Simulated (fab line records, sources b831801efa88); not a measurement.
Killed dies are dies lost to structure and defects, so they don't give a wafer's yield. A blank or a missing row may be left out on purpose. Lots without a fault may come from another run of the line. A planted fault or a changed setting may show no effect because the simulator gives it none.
A struck lot beside a sound one | flow gf180mcu | 17 steps out of a route of 602
Sound: wafers L116.3, L116.4, L116.5. Struck: wafer L125.1. (L125.4, L125.5 of the same lot were not struck and are left out.) The cause comes at the end.
At each step with rows: each side's tool, then ch and its chambers, then its first start. Under that, the readings that differ: sound wafers | struck wafers | difference of the means | sigmas: that difference in standard deviations of wafers without a fault.
alike: readings whose means differ by less than 2 such deviations, and words and numbers that are the same on both sides. not compared: withheld readings, readings that some wafer has no value for, bounds like >300 that may hide the same value, and numbers for which the record gives no deviation and whose values overlap.
The two part at a step that has a row with sigmas, a row that says differs or no value, or rows on one side only. Numbers that don't overlap but have no deviation are shown without sigmas and don't part them. A reading that every wafer of one side lacks parts them only if that side has two wafers or more.

first, 1 step without rows for these wafers: GF_STI_OXIDATION_01 (stabilise 600 s, purge 300 s, target thk 10 nm).
GF_STI_THK_MEAS_02:
  sound on film_metro-02, day 2 07:32; struck on film_metro-02, day 4 04:31
  alike: STI_OXIDATION_THK
then, 1 step without rows for these wafers: GF_STI_CVD_03 (deposits Si3N4 from DCS/NH3, target thk 207.16 nm, time 3551 s).
GF_STI_THK_MEAS_04:
  sound on film_metro-03, day 2 09:35; struck on film_metro-03, day 4 06:34
  alike: STI_CVD_03_THK
then, 7 steps without rows for these wafers: GF_STI_DEHYDRATE_05 (time 60 s); GF_STI_HMDS_06 (prime time 60 s); GF_STI_COAT_07 (resist thk 700 nm); GF_STI_SOFTBAKE_08 (time 60 s); GF_STI_EXPOSE_09 (exposes mask COMP, target cd 220 nm); GF_STI_PEB_10 (peb time 90 s); GF_STI_DEVELOP_11 (develop time 60 s).
GF_STI_CD_MEAS_12: target cd 220 nm.
  sound on cd_sem-02, day 2 22:31; struck on cd_sem-02, day 4 20:05
  alike: cd_nm
GF_STI_ETCH_13: etches the open film in CHF3/O2, stops on Si, target depth 282.31 nm, time 112.9 s.
  sound on rie_diel-03 ch 1,2, day 2 22:36; struck on rie_diel-03 ch 2, day 4 20:12
  reading                              | sound             | struck  | difference | sigmas
  oes_product_au (a.u.)                | 0.828 0.841 0.831 | 0.761   | -0.072     | -14
  over_etch_frac                       | 0.3 0.3 0.3       | 0.54353 | +0.24353   |
  throttle_valve_pct (%)               | 8.801 8.809 8.823 | 8.780   | -0.031     | -4
  model.KrF_of_STI_COAT_07.thk_nm (nm) | 441.1 429.9 427.7 | 386.7   | -46.2      |
  alike: drypump_motor_current_A
  not compared: rf_hours_counter_h
GF_STI_ETCH_14: etches Si in HBr/Cl2/O2, target depth 360 nm, time 102.9 s.
  sound on rie_si-01 ch 1,2, day 2 22:41; struck on rie_si-01 ch 1, day 4 20:17
  reading                              | sound             | struck | difference | sigmas
  model.KrF_of_STI_COAT_07.thk_nm (nm) | 318.2 304.7 301.6 | 261.2  | -47.0      |
  alike: drypump_motor_current_A, oes_product_au, throttle_valve_pct
  not compared: rf_hours_counter_h
GF_STI_STRIP_15: strips in O2/N2.
  sound on plasma_asher-03 ch 0,1, day 2 22:47; struck on plasma_asher-01 ch 0, day 4 20:21
  reading                      | sound                | struck | difference                   | sigmas
  oes_product_au (a.u.)        | 0.379 0.379 0.382    | 0.353  | -0.027                       | -6
  platen_temp_c (C)            | 250.15 250.12 250.36 | 249.81 | -0.40                        | -2
  rf_hours_counter_h (h)       | - - -                | 49     | no value on the sound wafers |
  strip_time_to_endpoint_s (s) | 3.70 3.57 3.54       | 3.09   | -0.51                        | -9
  alike: drypump_motor_current_A, heater_power_w
then, 1 step without rows for these wafers: GF_STI_CLEAN_16 (cleans in dHF, time 25 s).
GF_PASSIVATION_PROBE_99:
  the record has rows for the sound wafers here (prober-02, day 30 08:13) and none for the struck ones

WHERE THEY PART
First at GF_STI_ETCH_13; last, within this record, at GF_PASSIVATION_PROBE_99.

WHY: what the simulator had put in
Process parameter drift: rie_diel-03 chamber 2, from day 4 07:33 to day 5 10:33, at GF_STI_ETCH_13. Setting over_etch_frac, moved by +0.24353, from 0.3.
